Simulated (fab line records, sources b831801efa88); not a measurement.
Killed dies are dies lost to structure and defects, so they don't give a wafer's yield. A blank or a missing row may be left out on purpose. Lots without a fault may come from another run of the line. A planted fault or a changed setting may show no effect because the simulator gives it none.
fab line records | flow sky130
record lots=5 wafers=15 last_day=49
route steps=708 shown POLY_CUT@312 SD_P@320 PAD_OPEN@708
lots that met no fault: from a run of the same line without faults
start_h: hours from the record's first day to the start of the lot's first wafer shown | wait_h: hours since the lot's step before | " the same as in the row above | L1.1+2: a row that stands for several wafers | - no value, or no start given | * or withheld: withheld | < > ~ a bound
route shown NAME@n: a module of which the file shows steps, and the number in the route of the first | usual: mean/standard deviation of fault-free wafers | same: alike in all rows | chamber/n: place in a boat | sites: the reading at each site | _std_site: their standard deviation | _edge_site: outer sites' mean less inner sites' | radius_mm: how far each site lies from the wafer's centre | mask NAME#n: copy n | behind: the tool/chamber that last shaped the wafer | hold: why the lot was held/for how many hours/how that ended | device: the transistor (n, p or np) that didn't switch | end of line: the same wafers' tests at the end of the route | a step without rows: its recipe alone | killed: dies lost to structure and defects at the first sort, not the wafer's yield | map: a wafer's dies, x killed, . not, _ none there
set.NAME: the setting as run; set.NAME@STEP: as run at that earlier step | model.NAME: the simulator's own value behind a step, which no gauge read
lots at some steps of the route; a table a step, a row a wafer
services: from which hour (start_h, from the record's first day; less than 0 if before it) a tool's chamber was out of use, for how many hours, and why
## steps
# step SKY_POLY_CUT_EXPOSE_05
# recipe mask_id=NPCM na=0.8 source_shape=annular sigma_inner=0.55 sigma_outer=0.85 target_cd_nm=270 dose_mj=32
# step SKY_POLY_CUT_PEB_06
# recipe peb_temp_c=withheld peb_time_s=withheld resist=KrF-thick
# step SKY_POLY_CUT_DEVELOP_07
# recipe develop_time_s=60 resist=KrF-thick dev_temp_c=21
# step SKY_POLY_CUT_CD_MEAS_08
# recipe target_cd_nm=270
# usual cd_nm=270.0/1.3
# columns lot.wafer tool chamber start_h wait_h cd_nm
L931.2 cd_sem-01 - 590.07 - 270.3
L931.4 " - " " 271.6
L931.5 " - " " 271.2
L933.3 cd_sem-02 - 614.75 - 271.0
L933.4 " - " " 270.7
L933.5 " - " " 271.5
L934.2 cd_sem-02 - 621.76 - 270.0
L934.3 " - " " 270.2
L934.6 " - " " 269.2
L936.3 cd_sem-02 - 634.49 - 271.3
L936.4 " - " " 269.5
L936.6 " - " " 272.0
L945.2 cd_sem-02 - 715.07 - 270.1
L945.3 " - " " 269.0
L945.6 " - " " 269.6
# step SKY_POLY_CUT_OVL_MEAS_09
# usual POLY_CUT_OVL=2/5
# columns lot.wafer tool chamber start_h wait_h POLY_CUT_OVL[nm]
L931.2 overlay-02 - 590.17 0.1 -3
L931.4 " - " " -3
L931.5 " - " " 0
L933.3 overlay-02 - 614.84 0.1 4
L933.4 " - " " 0
L933.5 " - " " 5
L934.2 overlay-02 - 621.86 0.1 0
L934.3 " - " " 4
L934.6 " - " " 5
L936.3 overlay-01 - 634.58 0.1 -4
L936.4 " - " " 2
L936.6 " - " " 3
L945.2 overlay-01 - 715.18 0.1 11
L945.3 " - " " 3
L945.6 " - " " 11
# step SKY_POLY_CUT_ETCH_10
# recipe chemistry=N2/H2 target=BARC ion_energy_ev=200 source_w=500 bias_w=100 pressure_mtorr=30 n2_flow_sccm=100 h2_flow_sccm=200 stop_on=SiO2 time_s=45.9 target_depth_a=600
# usual chamber_pressure_mTorr=29.996/0.029 drypump_motor_current_A=5.7/0.35 n2_flow_sccm=100.01/0.28 oes_product_au=0.855/0.0044 rf_fwd_power_W=494.3/2.4 throttle_valve_pct=13.225/0.0099
# columns lot.wafer tool chamber start_h wait_h chamber_pressure_mTorr drypump_motor_current_A n2_flow_sccm oes_product_au rf_fwd_power_W rf_hours_counter_h throttle_valve_pct
L931.2 rie_diel-03 0 590.20 0.0 29.973 5.6 99.63 0.855 498.0 11 13.229
L931.4 " 3 " " 29.943 5.1 100.03 0.850 497.1 3 13.214
L931.5 " 3 " " 30.033 5.1 99.93 0.849 499.0 - 13.243
L933.3 rie_diel-04 1 614.86 0.0 30.026 5.7 100.24 0.852 495.9 10 13.233
L933.4 " 1 " " 29.952 5.7 99.90 0.859 497.4 - 13.226
L933.5 " 2 " " 30.006 6.0 100.11 0.851 494.4 - 13.222
L934.2 rie_diel-03 3 621.89 0.0 30.020 5.1 100.28 0.866 496.4 4 13.221
L934.3 " 1 " " 29.983 5.2 99.42 0.865 493.8 6 13.222
L934.6 " 3 " " 30.031 5.1 99.85 0.856 496.7 - 13.210
L936.3 rie_diel-01 1 634.60 0.0 30.028 5.4 100.28 0.858 495.5 42 13.225
L936.4 " 2 " " 29.943 5.9 100.21 0.855 490.1 4 13.223
L936.6 " 0 " " 29.952 5.6 99.48 0.852 493.2 - 13.231
L945.2 rie_diel-04 2 715.21 0.0 29.976 6.0 99.91 0.862 494.4 1 13.225
L945.3 " 3 " " 29.992 5.8 100.32 0.852 489.8 1 13.235
L945.6 " 1 " " 29.990 5.8 100.44 0.852 493.9 - 13.232
# step SKY_POLY_CUT_ETCH_11
# recipe target=Si3N4 chemistry=CF4/CH2F2/Ar stop_on=poly-Si source_w=600 bias_w=150 pressure_mtorr=40 cf4_flow_sccm=40 ch2f2_flow_sccm=20 Ar_flow_sccm=150 time_s=42.5 target_depth_a=600
# usual chamber_pressure_mTorr=39.99/0.038 drypump_motor_current_A=5.7/0.35 oes_product_au=0.828/0.0064 rf_fwd_power_W=593/3.1 throttle_valve_pct=14.994/0.0094
# columns lot.wafer tool chamber start_h wait_h chamber_pressure_mTorr drypump_motor_current_A oes_product_au rf_fwd_power_W rf_hours_counter_h throttle_valve_pct
L931.2 rie_diel-03 0 590.25 0.0 40.06 5.6 0.820 598 11 14.994
L931.4 " 3 " " 40.02 5.1 0.830 598 3 14.986
L931.5 " 3 " " 40.02 5.1 0.826 596 - 14.997
L933.3 rie_diel-04 1 614.90 0.0 39.94 5.7 0.827 590 10 14.978
L933.4 " 1 " " 39.99 5.7 0.823 592 - 15.005
L933.5 " 2 " " 39.94 6.0 0.832 592 - 14.996
L934.2 rie_diel-03 3 621.93 0.0 39.97 5.1 0.815 596 4 14.994
L934.3 " 1 " " 40.01 5.2 0.831 594 6 14.987
L934.6 " 3 " " 40.02 5.1 0.835 595 - 14.998
L936.3 rie_diel-01 1 634.65 0.0 39.96 5.4 0.830 597 42 14.992
L936.4 " 2 " " 40.04 5.9 0.826 590 4 14.998
L936.6 " 0 " " 40.00 5.6 0.833 590 - 14.977
L945.2 rie_diel-04 2 715.25 0.0 39.99 6.0 0.823 593 1 14.975
L945.3 " 3 " " 39.94 5.8 0.832 589 1 14.998
L945.6 " 1 " " 39.96 5.7 0.831 593 - 15.003
# step SKY_POLY_CUT_STRIP_12
# recipe chemistry=O2/N2 power_w=1400 pressure_mtorr=1500 platen_temp_c=withheld o2_flow_sccm=3000 n2_flow_sccm=300 overash_fraction=0.5
# usual chamber_pressure_mTorr=1500.0/1.4 drypump_motor_current_A=5.5/0.44 n2_flow_sccm=300.1/0.89 oes_product_au=0.452/0.0045 strip_time_to_endpoint_s=5.353/0.02
# columns lot.wafer tool chamber start_h wait_h chamber_pressure_mTorr drypump_motor_current_A n2_flow_sccm oes_product_au rf_hours_counter_h strip_time_to_endpoint_s
L931.2 plasma_asher-01 1 590.29 0.0 1499.9 5.7 300.8 0.454 16 5.347
L931.4 " 0 " " 1497.9 6.1 300.5 0.446 - 5.351
L931.5 " 0 " " 1499.2 6.1 301.1 0.448 - 5.348
L933.3 plasma_asher-01 0 614.98 0.1 1500.5 6.1 301.3 0.455 - 5.328
L933.4 " 1 " " 1502.3 5.7 299.9 0.455 - 5.349
L933.5 " 1 " " 1502.0 5.7 301.1 0.454 - 5.359
L934.2 plasma_asher-03 1 621.97 0.0 1499.6 5.2 300.1 0.455 87 5.362
L934.3 " 1 " " 1499.8 5.2 301.1 0.455 - 5.381
L934.6 " 1 " " 1500.8 5.2 300.0 0.451 - 5.377
L936.3 plasma_asher-01 0 634.72 0.1 1499.8 6.1 301.4 0.456 - 5.379
L936.4 " 1 " " 1500.4 5.7 299.7 0.454 - 5.380
L936.6 " 0 " " 1499.7 6.1 301.9 0.454 - 5.379
L945.2 plasma_asher-03 0 715.29 0.0 1500.3 5.3 299.6 0.456 96 5.349
L945.3 " 0 " " 1502.2 5.3 299.8 0.446 - 5.379
L945.6 " 1 " " 1499.9 5.2 301.2 0.458 - 5.356
# step SKY_SD_P_DEHYDRATE_00
# recipe temp_c=200 time_s=60
# step SKY_SD_P_HMDS_01
# recipe prime_time_s=60 prime_temp_c=120
# step SKY_SD_P_COAT_02
# recipe resist=NOVOLAK spin_rpm=3000 resist_thk_nm=1140
# step SKY_SD_P_SOFTBAKE_03
# recipe temp_c=90 time_s=60 resist=NOVOLAK
# step SKY_SD_P_EXPOSE_04
# recipe mask_id=PSDM na=0.6 source_shape=conventional sigma_outer=0.6 polarization=unpolarized target_cd_nm=380 dose_mj=138
# same na=0.6
# columns lot.wafer tool chamber start_h wait_h mask
L931.2+4+5 iline_stepper-02 0 604.35 - PSDM#0
L933.3+4+5 iline_stepper-01 0 629.30 - PSDM#0
L934.2+3+6 iline_stepper-01 0 636.70 - PSDM#0
L936.3+4+6 iline_stepper-02 0 649.20 - PSDM#0
L945.2+3+6 iline_stepper-02 0 728.96 - PSDM#0
# step SKY_SD_P_PEB_05
# recipe temp_c=withheld time_s=* resist=NOVOLAK
# step SKY_SD_P_DEVELOP_06
# recipe resist=NOVOLAK developer=TMAH develop_time_s=60 dev_temp_c=23
# step SKY_SD_P_CD_MEAS_07
# recipe target_cd_nm=380
# usual cd_nm=379.9/2
# columns lot.wafer tool chamber start_h wait_h cd_nm
L931.2 cd_sem-02 - 618.90 0.1 381.0
L931.4 " - " " 383.5
L931.5 " - " " 381.6
L933.3 cd_sem-01 - 643.42 0.1 381.3
L933.4 " - " " 378.8
L933.5 " - " " 379.8
L934.2 cd_sem-01 - 650.83 0.1 369.9
L934.3 " - " " 364.4
L934.6 " - " " 369.3
L936.3 cd_sem-02 - 662.97 0.1 377.8
L936.4 " - " " 377.7
L936.6 " - " " 375.5
L945.2 cd_sem-02 - 742.65 0.1 382.9
L945.3 " - " " 385.1
L945.6 " - " " 383.4
# step SKY_SD_P_OVL_MEAS_08
# usual SD_P_OVL=0.8/1.3
# columns lot.wafer tool chamber start_h wait_h SD_P_OVL[nm]
L931.2 overlay-02 - 619.00 0.1 2.4
L931.4 " - " " 1.9
L931.5 " - " " 0.5
L933.3 overlay-01 - 643.51 0.1 -1.9
L933.4 " - " " 0.2
L933.5 " - " " -2.3
L934.2 overlay-02 - 650.93 0.1 0.5
L934.3 " - " " -0.4
L934.6 " - " " 1.5
L936.3 overlay-02 - 663.06 0.1 1.8
L936.4 " - " " 0.2
L936.6 " - " " 0.2
L945.2 overlay-02 - 742.75 0.1 -1.6
L945.3 " - " " -1.8
L945.6 " - " " -0.1
# step SKY_PAD_OPEN_PROBE_99
# usual killed_at_M0_to_M3=43/6.7 killed_at_M4_up=3.1/1.9 killed_at_contacts=25/5 killed_at_front_end=15/4 killed_dies=87/9.2 killed_open=46/7.1 killed_short=40/6.8
# same gross_dies=492 killed_at_back_side=0 killed_at_other=0
# columns lot.wafer tool chamber start_h wait_h killed_at_M0_to_M3 killed_at_M4_up killed_at_contacts killed_at_front_end killed_dies killed_open killed_short
L931.2 prober-02 - 1098.29 0.1 46 2 37 19 104 63 41
L931.4 prober-02 - 1098.39 0.2 39 6 22 14 81 53 27
L931.5 prober-02 - 1098.44 0.2 44 1 18 16 79 31 48
L933.3 prober-01 - 1116.98 0.2 48 1 25 11 85 46 39
L933.4 prober-01 - 1117.03 0.2 37 0 28 18 83 39 43
L933.5 prober-01 - 1117.08 0.2 61 2 26 13 102 51 50
L934.2 prober-02 - 1124.57 0.1 38 7 26 9 80 45 35
L934.3 prober-02 - 1124.62 0.2 38 4 31 18 91 46 45
L934.6 prober-02 - 1124.77 0.2 53 1 17 9 80 41 39
L936.3 prober-02 - 1129.61 0.2 46 2 27 14 89 53 36
L936.4 prober-02 - 1129.66 0.2 47 3 21 10 81 48 32
L936.6 prober-02 - 1129.76 0.2 44 2 35 18 99 54 45
L945.2 prober-01 - 1184.02 0.1 24 1 26 18 69 31 38
L945.3 prober-01 - 1184.07 0.2 55 3 24 29 111 57 54
L945.6 prober-01 - 1184.22 0.2 48 2 24 18 92 49 43
# killed by level:class
L931.2 VIA1:geometric_particle:open=15 LI_CONTACT:geometric_particle:open=11 CONTACT:geometric_particle:open=10 LOCAL_INTERCONNECT:geometric_particle:short=8 VIA3:geometric_particle:open=7 VIA1:geometric_particle:short=6 VIA2:geometric_particle:open=6 FIELD_ISO:geometric_particle:open=5
L931.4 LI_CONTACT:geometric_particle:open=10 CONTACT:geometric_particle:open=9 VIA1:geometric_particle:open=8 VIA2:geometric_particle:open=6 POLY_GATE:geometric_particle:open=5 METAL2:geometric_particle:open=5 POLY_GATE:geometric_particle:short=4 METAL3:geometric_particle:open=4
L931.5 VIA1:geometric_particle:short=9 VIA1:geometric_particle:open=8 CONTACT:geometric_particle:short=6 METAL1:geometric_particle:short=6 FIELD_ISO:geometric_particle:open=5 METAL3:geometric_particle:short=5 VIA3:geometric_particle:open=5 CONTACT:geometric_particle:open=5
L933.3 METAL1:geometric_particle:short=10 VIA3:geometric_particle:open=9 CONTACT:geometric_particle:open=9 LI_CONTACT:geometric_particle:open=8 VIA1:geometric_particle:open=7 CONTACT:geometric_particle:short=6 METAL2:geometric_particle:short=6 VIA2:geometric_particle:open=6
L933.4 VIA3:geometric_particle:open=9 CONTACT:geometric_particle:open=9 LOCAL_INTERCONNECT:geometric_particle:short=8 FIELD_ISO:geometric_particle:short=7 VIA1:geometric_particle:open=5 VIA2:geometric_particle:open=5 FIELD_ISO:geometric_particle:open=4 POLY_GATE:geometric_particle:short=4
L933.5 METAL2:geometric_particle:short=14 VIA1:geometric_particle:open=11 METAL1:geometric_particle:short=9 VIA3:geometric_particle:open=9 LI_CONTACT:geometric_particle:open=7 CONTACT:geometric_particle:open=7 LOCAL_INTERCONNECT:geometric_particle:short=5 CONTACT:geometric_particle:short=5
L934.2 CONTACT:geometric_particle:open=8 VIA3:geometric_particle:open=8 VIA2:geometric_particle:open=7 METAL4:geometric_particle:short=7 LI_CONTACT:geometric_particle:open=6 VIA1:geometric_particle:open=6 LI_CONTACT:geometric_particle:short=4 LOCAL_INTERCONNECT:geometric_particle:short=4
L934.3 CONTACT:geometric_particle:open=10 CONTACT:geometric_particle:short=9 VIA1:geometric_particle:open=8 METAL2:geometric_particle:short=5 VIA2:geometric_particle:open=5 VIA3:geometric_particle:short=5 VIA3:geometric_particle:open=5 FIELD_ISO:geometric_particle:open=4
L934.6 VIA1:geometric_particle:open=12 VIA2:geometric_particle:open=10 METAL2:geometric_particle:short=7 VIA3:geometric_particle:open=6 CONTACT:geometric_particle:open=6 VIA1:geometric_particle:short=5 VIA2:geometric_particle:short=4 METAL1:geometric_particle:short=4
L936.3 CONTACT:geometric_particle:open=14 VIA1:geometric_particle:open=13 METAL1:geometric_particle:short=9 VIA2:geometric_particle:open=7 LI_CONTACT:geometric_particle:open=5 VIA3:geometric_particle:short=5 LOCAL_INTERCONNECT:geometric_particle:short=4 VIA3:geometric_particle:open=4
L936.4 VIA1:geometric_particle:open=10 VIA2:geometric_particle:open=10 VIA1:geometric_particle:short=7 LI_CONTACT:geometric_particle:open=5 CONTACT:geometric_particle:short=5 POLY_GATE:geometric_particle:open=4 VIA3:geometric_particle:open=4 LOCAL_INTERCONNECT:geometric_particle:short=4
L936.6 CONTACT:geometric_particle:open=13 VIA1:geometric_particle:open=12 LOCAL_INTERCONNECT:geometric_particle:short=9 LI_CONTACT:geometric_particle:open=7 VIA1:geometric_particle:short=7 FIELD_ISO:geometric_particle:short=6 METAL1:geometric_particle:short=6 POLY_GATE:geometric_particle:open=5
L945.2 CONTACT:geometric_particle:open=8 LOCAL_INTERCONNECT:geometric_particle:short=7 FIELD_ISO:geometric_particle:short=6 LI_CONTACT:geometric_particle:open=5 VIA1:geometric_particle:open=5 FIELD_ISO:geometric_particle:open=3 POLY_GATE:geometric_particle:short=3 VIA2:geometric_particle:short=3
L945.3 VIA1:geometric_particle:open=13 FIELD_ISO:geometric_particle:short=9 METAL2:geometric_particle:short=8 VIA2:geometric_particle:open=8 CONTACT:geometric_particle:open=7 VIA3:geometric_particle:open=7 POLY_GATE:geometric_particle:open=5 POLY_GATE:geometric_particle:short=5
L945.6 CONTACT:geometric_particle:open=10 VIA1:geometric_particle:open=10 METAL1:geometric_particle:short=9 LI_CONTACT:geometric_particle:open=6 VIA2:geometric_particle:open=6 VIA3:geometric_particle:short=5 FIELD_ISO:geometric_particle:open=4 FIELD_ISO:geometric_particle:short=4
## services
# columns tool chamber start_h hours kind
iline_stepper-02 - 566.36 8.6 repair
iline_stepper-02 - 575.01 1.7 pm
iline_stepper-01 - 603.63 1.7 pm
plasma_asher-03 - 604.10 2.8 pm
rie_diel-03 1 609.17 4.8 repair
rie_diel-04 0 612.62 - clean
rie_diel-04 0 612.62 29.6 scheduled_down
rie_diel-04 0 612.62 29.6 vent_cycle
rie_diel-04 2 642.20 - clean
rie_diel-04 2 642.20 16.6 scheduled_down
rie_diel-04 2 642.20 16.6 vent_cycle
iline_stepper-02 - 645.67 2.1 pm
rie_diel-03 2 647.82 7.7 repair
rie_diel-04 3 649.94 4.7 repair
plasma_asher-01 - 653.95 1.4 repair
rie_diel-04 3 658.78 - clean
rie_diel-04 3 658.78 18.7 scheduled_down
rie_diel-01 3 674.53 6.9 repair
rie_diel-01 0 680.12 9.9 repair
rie_diel-01 - 714.24 5.7 repair
plasma_asher-03 - 717.84 0.6 repair
rie_diel-04 0 720.72 6.9 repair
rie_diel-03 0 727.04 2.8 repair
rie_diel-01 0 728.48 3.9 repair
## key
first_sign step=SKY_SD_P_CD_MEAS_07 reading=cd_nm direction=down sigmas=5.9 usual=379.9 struck=367.9
effect none on later readings
met_at SKY_SD_P_EXPOSE_04
struck_wafers L934.2,L934.3,L934.6
tester_left_out L934
onset_between 629.30 636.70
also_fits SKY_POLY_CUT_ETCH_10:rie_diel-03,SKY_POLY_CUT_ETCH_11:rie_diel-03
fault kind=process_parameter_drift tool=iline_stepper-01 chamber=- onset_h=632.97 steps=SKY_SD_P_EXPOSE_04 channel=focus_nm offset=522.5 spread_by_wafer=0.3 shape=step end_h=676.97
# tester_left_out: of these lots the tester's yield and bins aren't shown, on N5 and GAA mostly nor the transistor test; their killed dies are dies lost to structure and defects alone, not to doping, threshold or leakage, so they don't give the yield
